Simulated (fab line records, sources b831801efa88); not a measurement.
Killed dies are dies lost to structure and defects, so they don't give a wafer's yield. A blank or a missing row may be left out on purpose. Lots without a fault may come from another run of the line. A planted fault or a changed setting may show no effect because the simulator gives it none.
One fault seen from 2 desks | flow sky130 | each desk has only its own numbers; what lay behind them comes last

THE TOOL OWNER'S DESK: wet_bench-04
The tool's own readings at SKY_GATE_OXIDE_WET_ETCH_12 (etches SiO2 in dHF, target depth 16.8 nm, time 336 s): means of the sampled wafers that have a number, for each lot that ran on this tool. A lot is out of limits, marked OUT, if its mean lies more than 4 standard deviations from the usual mean; the brackets give that distance.
Columns: A = run_length_s at SKY_GATE_OXIDE_WET_ETCH_12, usual 363 s
lot  | first seen here | A
L108 | day 18 02:01    | 360
L109 | day 18 10:31    | 369
L111 | day 19 05:52    | 113 (-76) OUT
L113 | day 19 18:10    | 114 (-75) OUT
This desk's finding: out of limits on L111, L113; first on L111, day 19 05:52 (run_length_s at SKY_GATE_OXIDE_WET_ETCH_12). In limits: L108, L109.

THE METROLOGY DESK
What the gauges read, lot by lot, whatever tool the lot ran on: means of the sampled wafers that have a number. A lot is out of limits, marked OUT, if its mean lies more than 4 standard deviations from the usual mean; the brackets give that distance.
Columns: A = PWDE_RS at SKY_NWELL_RS_MEAS_31, usual 5277 ohm/sq
lot  | first seen here | A
L999 | day 6 19:10     | 5261
L104 | day 7 07:26     | 5282
L103 | day 7 08:16     | 5272
L102 | day 7 08:46     | 5288
L105 | day 7 15:31     | 5282
L106 | day 7 23:25     | 5255
L108 | day 8 06:50     | 5280
L109 | day 8 13:25     | 5279
L110 | day 8 21:45     | 5266
L111 | day 9 04:25     | 5279
L112 | day 9 12:10     | 5250
L113 | day 9 14:48     | 5300
This desk's finding: nothing out of limits on any of the 12 lots.

PUT TOGETHER
The tool owner's desk could have raised an alarm at day 19 05:52, on L111, L113.
The metrology desk saw nothing out of limits.
The metrology desk has L111, L113 on record, within its limits.
Of the lots named, all ran SKY_GATE_OXIDE_WET_ETCH_12 on wet_bench-04.

WHAT THE SIMULATOR HAD PUT IN
Process parameter drift: wet_bench-04, from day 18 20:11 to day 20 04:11, at SKY_GATE_OXIDE_WET_ETCH_12. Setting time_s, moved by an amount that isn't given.
Lots struck among those shown: L111, L113.
Hours from the fault's start to each desk's first reading out of limits: the tool owner's desk, 10.
